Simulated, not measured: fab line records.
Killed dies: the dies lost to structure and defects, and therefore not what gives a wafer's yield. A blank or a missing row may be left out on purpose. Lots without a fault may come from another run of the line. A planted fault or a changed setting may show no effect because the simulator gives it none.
What tool caused it? + flow gf180mcu + Sampling: 6 lots, 18 wafers, 2 of 602 route steps

WHAT EACH GAUGE READ, for each wafer
GF_NSD_CD_MEAS_07: the cd target is 400 nm.
| lot  | measured     | on        | cd_nm (nm)        |
|------|--------------|-----------|-------------------|
| L469 | day 13 09:35 | cd_sem-01 | 402.8 401.3 399.3 |
| L471 | day 15 00:33 | cd_sem-01 | 398.6 398.5 397.8 |
| L475 | day 15 23:03 | cd_sem-01 | 397.3 396.1 396.4 |
| L477 | day 16 16:42 | cd_sem-02 | 391.3 392.3 392.4 |
| L483 | day 18 16:46 | cd_sem-01 | 400.9 400.0 399.1 |
| L487 | day 20 00:37 | cd_sem-01 | 401.1 395.6 398.2 |

EACH LOT AND THE TOOL THAT RAN IT (in order: tool; ch and the chambers of the sampled wafers; start)
| lot  | GF_NSD_COAT_02                    |
|------|-----------------------------------|
| L469 | litho_track-02 ch 0, day 12 23:44 |
| L471 | litho_track-04 ch 0, day 14 13:16 |
| L475 | litho_track-02 ch 0, day 15 11:10 |
| L477 | litho_track-04 ch 0, day 16 05:57 |
| L483 | litho_track-02 ch 0, day 18 05:20 |
| L487 | litho_track-04 ch 0, day 19 11:50 |
- GF_NSD_COAT_02: resist thk 1000 nm.

THE ANSWER, worked out from the rows above alone
Rule: the lots themselves supply what counts as usual. Put in order of their means at a reading, lots are off if they are a third of the lots or fewer, leave a main group of 4 or more, and stand apart from it by a gap of 3 or more times the standard deviation of the main group's means; of several such gaps the widest counts. A main group whose means are all the same, to the digits that the tables above print for the reading, isn't used. A lot without any number at a reading at which 4 lots or more have one is off too. All remaining lots with rows at the step are treated as sound.
No lot is off at any reading shown: from this, nothing can be told.

WHAT WAS PUT IN BY THE SIMULATOR
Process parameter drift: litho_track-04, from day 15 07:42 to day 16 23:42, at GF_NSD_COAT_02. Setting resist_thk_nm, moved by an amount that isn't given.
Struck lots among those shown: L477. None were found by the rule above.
